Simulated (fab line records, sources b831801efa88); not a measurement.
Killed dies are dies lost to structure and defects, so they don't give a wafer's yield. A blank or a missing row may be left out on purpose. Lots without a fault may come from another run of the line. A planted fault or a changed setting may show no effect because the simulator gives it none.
Which tool did it? | flow gf180mcu | 12 lots, 36 wafers sampled, at 6 steps of a route of 602

WHAT THE GAUGES READ, wafer by wafer
GF_POLY_GATE_THK_MEAS_17.
lot  | measured     | on            | POLY_GATE_OXIDATION_THK (nm)
L296 | day 9 21:52  | film_metro-04 | 4.07 4.10 4.07
L297 | day 9 23:49  | film_metro-02 | 3.99 4.05 3.95
L299 | day 10 17:19 | film_metro-04 | 4.08 4.08 4.05
L301 | day 11 10:40 | film_metro-04 | 4.03 4.03 4.07
L303 | day 11 17:46 | film_metro-03 | 4.07 4.04 4.07
L304 | day 12 02:56 | film_metro-02 | 3.90 4.01 3.93
L307 | day 12 18:14 | film_metro-03 | 4.08 3.99 4.00
L311 | day 14 00:44 | film_metro-03 | 3.93 3.96 3.89
L312 | day 14 10:10 | film_metro-03 | 3.98 4.07 4.07
L314 | day 14 20:52 | film_metro-04 | 4.00 3.84 3.96
L315 | day 15 04:26 | film_metro-03 | 3.94 3.90 3.89
L316 | day 15 13:20 | film_metro-04 | 3.95 3.93 3.89

GF_HV_LDD_TW_MEAS_38.
lot  | measured     | on            | HV_LDD_3_TW
L296 | day 12 07:41 | film_metro-02 | 1419 1418 1419
L297 | day 12 10:19 | film_metro-01 | 1436 1429 1431
L299 | day 13 04:40 | film_metro-02 | 1417 1415 1406
L301 | day 14 00:26 | film_metro-04 | 1447 1442 1443
L303 | day 14 07:14 | film_metro-02 | 1401 1405 1410
L304 | day 14 17:11 | film_metro-01 | 1448 1445 1450
L307 | day 15 09:46 | film_metro-04 | 1463 1455 1456
L311 | day 16 19:17 | film_metro-01 | 1314 1327 1323
L312 | day 17 05:23 | film_metro-01 | 1327 1322 1320
L314 | day 17 16:10 | film_metro-04 | 1441 1447 1449
L315 | day 18 00:55 | film_metro-04 | 1452 1447 1451
L316 | day 18 11:08 | film_metro-01 | 1431 1421 1430

GF_HV_LDD_RS_MEAS_53: measures by four-point-probe.
lot  | measured     | on            | HV_LDD_RS (ohm/sq)
L296 | day 13 04:00 | film_metro-04 | 417.7 419.5 418.1
L297 | day 13 07:09 | film_metro-02 | 416.5 416.9 417.4
L299 | day 14 01:26 | film_metro-04 | 418.3 416.7 418.4
L301 | day 14 21:30 | film_metro-01 | 418.2 417.9 418.0
L303 | day 15 05:14 | film_metro-04 | 418.2 418.0 418.3
L304 | day 15 14:52 | film_metro-01 | 418.5 418.9 418.6
L307 | day 16 08:08 | film_metro-01 | 417.5 417.6 417.8
L311 | day 17 18:33 | film_metro-04 | 437.1 437.2 437.8
L312 | day 18 04:08 | film_metro-02 | 437.3 437.3 435.8
L314 | day 18 15:32 | film_metro-04 | 418.9 418.1 419.3
L315 | day 19 01:23 | film_metro-04 | 420.1 418.2 419.3
L316 | day 19 10:54 | film_metro-01 | 417.6 418.1 417.1

WHICH TOOL RAN EACH LOT (tool, then ch and the chambers of the sampled wafers, then the start)
lot  | GF_POLY_GATE_STRIP_14                | GF_HV_LDD_IMPLANT_35            | GF_HV_LDD_STRIP_49
L296 | plasma_asher-01 ch 0,1, day 9 20:28  | implanter-01 ch 0, day 12 07:19 | plasma_asher-03 ch 0,1, day 13 03:43
L297 | plasma_asher-01 ch 0,1, day 9 20:47  | implanter-01 ch 0, day 12 09:55 | plasma_asher-03 ch 0, day 13 06:52
L299 | plasma_asher-04 ch 0,1, day 10 15:55 | implanter-03 ch 0, day 13 04:16 | plasma_asher-01 ch 0,1, day 14 01:07
L301 | plasma_asher-02 ch 0,1, day 11 08:25 | implanter-04 ch 0, day 14 00:04 | plasma_asher-01 ch 0,1, day 14 21:13
L303 | plasma_asher-04 ch 0,1, day 11 15:11 | implanter-04 ch 0, day 14 06:50 | plasma_asher-01 ch 0,1, day 15 04:43
L304 | plasma_asher-01 ch 0, day 12 00:52   | implanter-01 ch 0, day 14 16:48 | plasma_asher-03 ch 0,1, day 15 14:34
L307 | plasma_asher-01 ch 0,1, day 12 16:23 | implanter-01 ch 0, day 15 09:22 | plasma_asher-01 ch 0,1, day 16 07:49
L311 | plasma_asher-01 ch 0,1, day 13 22:20 | implanter-04 ch 0, day 16 18:53 | plasma_asher-03 ch 0,1, day 17 18:17
L312 | plasma_asher-04 ch 0,1, day 14 08:04 | implanter-04 ch 0, day 17 04:59 | plasma_asher-01 ch 1, day 18 03:52
L314 | plasma_asher-02 ch 0,1, day 14 19:05 | implanter-03 ch 0, day 17 15:46 | plasma_asher-01 ch 0,1, day 18 15:13
L315 | plasma_asher-02 ch 0,1, day 15 03:02 | implanter-03 ch 0, day 18 00:31 | plasma_asher-03 ch 0,1, day 19 01:07
L316 | plasma_asher-02 ch 0,1, day 15 09:59 | implanter-03 ch 0, day 18 10:44 | plasma_asher-01 ch 0,1, day 19 10:38
- GF_POLY_GATE_STRIP_14: strips in O2/N2.
- GF_HV_LDD_IMPLANT_35
- GF_HV_LDD_STRIP_49: strips in O2/N2.

WHAT THE TOOLS THEMSELVES READ (means of the sampled wafers that have a number; where no wafer has one, the mark that the record gives instead)
GF_POLY_GATE_STRIP_14.
lot  | tool            | drypump_motor_current_A (A) | heater_power_w (W) | oes_product_au (a.u.)
L296 | plasma_asher-01 | 5.30                        | 372                | 0.507
L297 | plasma_asher-01 | 5.31                        | 372                | 0.502
L299 | plasma_asher-04 | 5.91                        | 344                | 0.502
L301 | plasma_asher-02 | 5.75                        | 334                | 0.505
L303 | plasma_asher-04 | 5.93                        | 344                | 0.506
L304 | plasma_asher-01 | 5.25                        | 365                | 0.509
L307 | plasma_asher-01 | 5.27                        | 365                | 0.505
L311 | plasma_asher-01 | 5.29                        | 364                | 0.507
L312 | plasma_asher-04 | 5.93                        | 338                | 0.501
L314 | plasma_asher-02 | 5.75                        | 332                | 0.500
L315 | plasma_asher-02 | 5.77                        | 342                | 0.504
L316 | plasma_asher-02 | 5.73                        | 333                | 0.503

GF_HV_LDD_IMPLANT_35.
lot  | tool         | dose_ions_cm2 | faraday_current_uA
L296 | implanter-01 | 7.500e+12     | 42.0
L297 | implanter-01 | 7.498e+12     | 41.5
L299 | implanter-03 | 7.494e+12     | 42.8
L301 | implanter-04 | 7.502e+12     | 42.6
L303 | implanter-04 | 7.502e+12     | 42.8
L304 | implanter-01 | 7.496e+12     | 41.8
L307 | implanter-01 | 7.495e+12     | 42.0
L311 | implanter-04 | 7.440e+11     | 4.1
L312 | implanter-04 | 7.323e+11     | 4.3
L314 | implanter-03 | 7.506e+12     | 42.5
L315 | implanter-03 | 7.508e+12     | 41.8
L316 | implanter-03 | 7.499e+12     | 43.0

GF_HV_LDD_STRIP_49.
lot  | tool            | drypump_motor_current_A (A) | heater_power_w (W) | oes_product_au (a.u.) | strip_time_to_endpoint_s (s)
L296 | plasma_asher-03 | 5.9                         | 269                | 0.715                 | 12.69
L297 | plasma_asher-03 | 6.2                         | 267                | 0.718                 | 12.65
L299 | plasma_asher-01 | 5.3                         | 371                | 0.711                 | 12.66
L301 | plasma_asher-01 | 5.3                         | 377                | 0.715                 | 12.65
L303 | plasma_asher-01 | 5.3                         | 370                | 0.718                 | 12.66
L304 | plasma_asher-03 | 5.9                         | 269                | 0.714                 | 12.70
L307 | plasma_asher-01 | 5.3                         | 377                | 0.718                 | 12.63
L311 | plasma_asher-03 | 5.9                         | 275                | 0.717                 | 12.68
L312 | plasma_asher-01 | 5.4                         | 382                | 0.714                 | 12.63
L314 | plasma_asher-01 | 5.3                         | 375                | 0.715                 | 12.69
L315 | plasma_asher-03 | 5.6                         | 294                | 0.713                 | 12.63
L316 | plasma_asher-01 | 5.3                         | 371                | 0.712                 | 12.63

THE ANSWER, worked out from the rows above alone
Rule: what is usual is taken from the lots themselves. Put in order of their means at a reading, lots are off if they are a third of the lots or fewer, leave a main group of 4 or more, and stand apart from it by a gap of 3 or more times the standard deviation of the main group's means; of several such gaps the widest counts. A main group whose means are all the same, to the digits that the tables above print for the reading, isn't used. A lot without any number at a reading at which 4 lots or more have one is off too. The other lots that the step has rows for count as sound. The gauges are gone through in route order, then the tools' own readings, and for those a lot's mean is taken as printed above. The first step at which some lot is off is used, and at that step the reading that is off furthest; a lot without a number counts as furthest.
Off: L311, L312, at GF_HV_LDD_TW_MEAS_38 (HV_LDD_3_TW). The main group: mean 1434, standard deviation 17.
A tool fits if, at a process step before that reading, it ran every lot that is off, and no sound lot after the first of them. The gauges at GF_HV_LDD_TW_MEAS_38 aren't tried: what is off there is off at GF_HV_LDD_RS_MEAS_53 too, on other tools, and a gauge's error can't cause that. One fits: implanter-04 at GF_HV_LDD_IMPLANT_35. Its last sound lot is L303 (day 14 06:50), its first lot that is off L311 (day 16 18:53): a fault that began between those two fits.
The tool's own readings at GF_HV_LDD_IMPLANT_35 bear it out: on the lots that are off they differ by more than 5 times the standard deviation of the sound lots' means. dose_ions_cm2 reads 7.382e+11 there against 7.500e+12 on the sound lots; faraday_current_uA reads 4.2 there against 42.3 on the sound lots.

WHAT THE SIMULATOR HAD PUT IN
Process parameter drift: implanter-04, from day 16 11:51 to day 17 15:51, at GF_HV_LDD_IMPLANT_35. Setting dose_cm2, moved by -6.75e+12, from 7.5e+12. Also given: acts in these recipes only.
Lots struck among those shown: L311, L312. The rule above found the same.
